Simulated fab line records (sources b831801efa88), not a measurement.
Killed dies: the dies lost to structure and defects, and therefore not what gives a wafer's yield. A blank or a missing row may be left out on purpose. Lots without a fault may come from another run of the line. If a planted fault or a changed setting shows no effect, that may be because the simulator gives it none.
Matching of chambers :: flow sky130 :: 4 sister chambers for SKY_LI_CONTACT_ETCH_14 on rie diel-04
The step etches BARC in N2/H2, stops on SiO2, time 45.9 s, target depth 60 nm. 16 wafers are shown with their chamber, then 8 later ones without.

WAFERS, EACH WITH ITS CHAMBER
wafer: L074.3
chamber: 3
drypump motor current A (A): 5.5
throttle valve pct (%): 13.228
rf fwd power W (W): 493.8

wafer: L074.4
chamber: 1
drypump motor current A (A): 6.1
throttle valve pct (%): 13.220
rf fwd power W (W): 495.7

wafer: L074.6
chamber: 2
drypump motor current A (A): 5.8
throttle valve pct (%): 13.233
rf fwd power W (W): 493.5

wafer: L078.1
chamber: 0
drypump motor current A (A): 5.8
throttle valve pct (%): 13.205
rf fwd power W (W): 493.8

wafer: L078.3
chamber: 2
drypump motor current A (A): 5.8
throttle valve pct (%): 13.230
rf fwd power W (W): 493.7

wafer: L078.6
chamber: 1
drypump motor current A (A): 6.1
throttle valve pct (%): 13.221
rf fwd power W (W): 498.2

wafer: L084.2
chamber: 3
drypump motor current A (A): 5.4
throttle valve pct (%): 13.220
rf fwd power W (W): 493.6

wafer: L084.5
chamber: 0
drypump motor current A (A): 5.8
throttle valve pct (%): 13.203
rf fwd power W (W): 495.0

wafer: L084.6
chamber: 3
drypump motor current A (A): 5.4
throttle valve pct (%): 13.240
rf fwd power W (W): 491.2

wafer: L086.2
chamber: 2
drypump motor current A (A): 5.8
throttle valve pct (%): 13.208
rf fwd power W (W): 494.7

wafer: L086.3
chamber: 3
drypump motor current A (A): 5.4
throttle valve pct (%): 13.226
rf fwd power W (W): 492.0

wafer: L086.6
chamber: 3
drypump motor current A (A): 5.4
throttle valve pct (%): 13.229
rf fwd power W (W): 492.7

wafer: L088.1
chamber: 3
drypump motor current A (A): 5.4
throttle valve pct (%): 13.235
rf fwd power W (W): 493.0

wafer: L088.2
chamber: 2
drypump motor current A (A): 5.8
throttle valve pct (%): 13.219
rf fwd power W (W): 490.9

wafer: L088.4
chamber: 3
drypump motor current A (A): 5.4
throttle valve pct (%): 13.226
rf fwd power W (W): 491.7

wafer: L094.1
chamber: 2
drypump motor current A (A): 5.8
throttle valve pct (%): 13.216
rf fwd power W (W): 494.0

SIGNATURES (averages over the wafers above)
reading: drypump motor current A
chamber 0: 5.800
chamber 1: 6.100
chamber 2: 5.800
chamber 3: 5.414
scatter within a chamber: 0.0267

reading: throttle valve pct
chamber 0: 13.20400
chamber 1: 13.22050
chamber 2: 13.22120
chamber 3: 13.22914
scatter within a chamber: 0.00754

reading: rf fwd power W
chamber 0: 494.400
chamber 1: 496.950
chamber 2: 493.360
chamber 3: 492.571
scatter within a chamber: 1.22
Rule: for each reading, subtract the chamber's mean from the wafer's reading, divide by that reading's scatter and square the result; add these up over the readings and take the root, which gives the wafer's distance from the chamber. The wafer belongs to the nearest chamber; if the next one is less than 2 further off, it can't be placed. The scatter is the square root of a quotient: the sum, over the shown wafers, of each reading's squared deviation from its chamber's mean, divided by wafers minus chambers.

WAFERS WITH NO CHAMBER GIVEN
wafer: L094.2
drypump motor current A (A): 5.4
throttle valve pct (%): 13.250
rf fwd power W (W): 491.0

wafer: L094.5
drypump motor current A (A): 5.4
throttle valve pct (%): 13.211
rf fwd power W (W): 492.2

wafer: L097.2
drypump motor current A (A): 5.8
throttle valve pct (%): 13.229
rf fwd power W (W): 492.1

wafer: L097.3
drypump motor current A (A): 5.7
throttle valve pct (%): 13.226
rf fwd power W (W): 492.6

wafer: L097.5
drypump motor current A (A): 5.8
throttle valve pct (%): 13.234
rf fwd power W (W): 493.1

wafer: L096.2
drypump motor current A (A): 5.8
throttle valve pct (%): 13.238
rf fwd power W (W): 495.4

wafer: L096.4
drypump motor current A (A): 6.1
throttle valve pct (%): 13.215
rf fwd power W (W): 496.8

wafer: L096.5
drypump motor current A (A): 5.7
throttle valve pct (%): 13.222
rf fwd power W (W): 495.1

THE CHAMBER EACH PASSED THROUGH
wafer: L094.2
from the rows above: 3
in truth: 3

wafer: L094.5
from the rows above: 3
in truth: 3

wafer: L097.2
from the rows above: 2
in truth: 2

wafer: L097.3
from the rows above: can't be placed: 2 or 0
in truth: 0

wafer: L097.5
from the rows above: 2
in truth: 2

wafer: L096.2
from the rows above: can't be placed: 2 or 0
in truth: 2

wafer: L096.4
from the rows above: 1
in truth: 1

wafer: L096.5
from the rows above: can't be placed: 2 or 0
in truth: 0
Placed correctly: 5 of 8. Not placeable from these rows: 3 (in 3, the candidates include the true chamber). Placed wrongly: 0.
